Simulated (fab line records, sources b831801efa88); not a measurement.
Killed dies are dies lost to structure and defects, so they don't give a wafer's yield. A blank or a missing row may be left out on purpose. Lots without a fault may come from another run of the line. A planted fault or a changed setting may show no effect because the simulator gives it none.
Split-lot experiment | flow sky130 | 5 lots, 23 wafers read, on a route of 708 steps

THE SPLIT
At SKY_SD_P_IMPLANT_09, the setting dose_cm2 was moved away from the recipe's 3e+15 on 12 of the 23 wafers read, by -4.8% to +7.1%. The other wafers ran this setting at the recipe's value.

FROM THE SPLIT TO THE READING: what the file shows between them, 11 steps
- SKY_SD_P_STRIP_10: strips in O2/N2
- SKY_SD_P_TW_MEAS_11
- SKY_RES_XHIGH_IMPLANT_07 (also split here: dose_cm2)
- SKY_RES_XHIGH_STRIP_08: strips in O2/N2
- SKY_RES_XHIGH_TW_MEAS_09
- SKY_SD_N_EXPOSE_04: exposes mask NSDM, target cd 380 nm (also split here: dose_mj)
- SKY_SD_N_PEB_05
- SKY_SD_N_DEVELOP_06: develop time 60 s
- SKY_SD_N_CD_MEAS_07: target cd 380 nm
- SKY_SD_N_IMPLANT_10 (also split here: energy_kev)
- SKY_SD_N_STRIP_11: strips in O2/N2

THE READING
SD_P_RS, in ohm/sq, at SKY_SD_N_RS_MEAS_17 (measures by four-point-probe). Fault-free wafers of this fab line usually give 146.9 ohm/sq, standard deviation 0.34 ohm/sq.

wafer  | tool, chamber at the split | dose_cm2 as run | against the recipe | SD_P_RS, ohm/sq | against lot-mates on the recipe
L074.1 | implanter-02, 0            | 3e+15           | recipe             | 147.1           | -
L074.2 | implanter-02, 0            | 2.857e+15       | -4.8%              | 147.1           | +0.4
L074.3 | implanter-02, 0            | 2.857e+15       | -4.8%              | 147.3           | +0.6
L074.5 | implanter-02, 0            | 3e+15           | recipe             | 146.3           | -
L074.6 | implanter-02, 0            | 2.857e+15       | -4.8%              | 147.7           | +1.0
L075.1 | implanter-02, 0            | 3e+15           | recipe             | 146.5           | -
L075.3 | implanter-02, 0            | 3.213e+15       | +7.1%              | 145.7           | -1.0
L075.4 | implanter-02, 0            | 3.213e+15       | +7.1%              | 145.8           | -0.8
L075.5 | implanter-02, 0            | 3e+15           | recipe             | 146.8           | -
L075.6 | implanter-02, 0            | 3.213e+15       | +7.1%              | 145.6           | -1.1
L077.1 | implanter-01, 0            | 3.074e+15       | +2.5%              | 146.4           | -0.4
L077.2 | implanter-01, 0            | 3e+15           | recipe             | 146.9           | -
L077.4 | implanter-01, 0            | 3.074e+15       | +2.5%              | 146.5           | -0.3
L077.5 | implanter-01, 0            | 3e+15           | recipe             | 146.7           | -
L077.6 | implanter-01, 0            | 3.074e+15       | +2.5%              | 146.5           | -0.3
L081.1 | implanter-02, 0            | 3e+15           | recipe             | 146.8           | -
L081.3 | implanter-02, 0            | 3e+15           | recipe             | 147.2           | -
L081.4 | implanter-02, 0            | 3e+15           | recipe             | 147.1           | -
L085.1 | implanter-01, 0            | 3e+15           | recipe             | 147.2           | -
L085.2 | implanter-01, 0            | 3e+15           | recipe             | 147.3           | -
L085.3 | implanter-01, 0            | 3.209e+15       | +7.0%              | 146.0           | -1.2
L085.4 | implanter-01, 0            | 3.209e+15       | +7.0%              | 146.0           | -1.2
L085.5 | implanter-01, 0            | 3.209e+15       | +7.0%              | 146.4           | -0.8

THE FIT
A straight line over all 23 wafers: SD_P_RS changes by -0.129 ohm/sq for each +1% of dose_cm2; r = -0.88; the points scatter about the line by 0.28 ohm/sq.
The same after taking each lot's own level away (the mean of its wafers on the recipe; 23 wafers): -0.145 ohm/sq for each +1%; r = -0.94; scatter 0.2 ohm/sq.
On that fit, the largest move of dose_cm2 shifts the reading by 1 ohm/sq.
The lots' own levels span 146.65 to 147.25 ohm/sq, that is 1.8 times the standard deviation above.
So the lot-to-lot level changes the slope: the two fits differ.
Check: with one of the wafers moved furthest among these (+7.1%) left out of the fit, the line predicts -1.04 ohm/sq for it against its lot-mates. It came out at -0.95 ohm/sq against them.

OTHER SPLITS ON THESE WAFERS
These wafers also went through other splits before the reading. Each is held against what the fit with the lots' levels taken away leaves over:
other split on the same wafers     | wafers away from the commonest value | r with SD_P_RS (lot level and that fit taken away)
SKY_SD_P_DEVELOP_06 develop_time_s | 6                                    | +0.39
SKY_RES_XHIGH_IMPLANT_07 dose_cm2  | 11                                   | +0.20
SKY_SD_N_EXPOSE_04 dose_mj         | 9                                    | -0.07
SKY_SD_N_IMPLANT_10 energy_kev     | 7                                    | +0.38

THE WHOLE CHAIN: every reading that the file lists as answering this split, in the file's order
step                | what it does                 | reading                  | change (the file's fit)              | r (the file's)
SKY_SD_P_STRIP_10   | strips in O2/N2              | strip_time_to_endpoint_s | withheld for each +1% of the setting | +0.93
SKY_SD_P_TW_MEAS_11 |                              | SD_P_TW                  | +5.29 for each +1% of the setting    | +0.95
SKY_SD_N_RS_MEAS_17 | measures by four-point-probe | SD_P_RS                  | -0.147 for each +1% of the setting   | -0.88

THE FILE'S OWN FIT
SD_P_RS changes by -0.147 ohm/sq for each +1% of dose_cm2, r = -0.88.
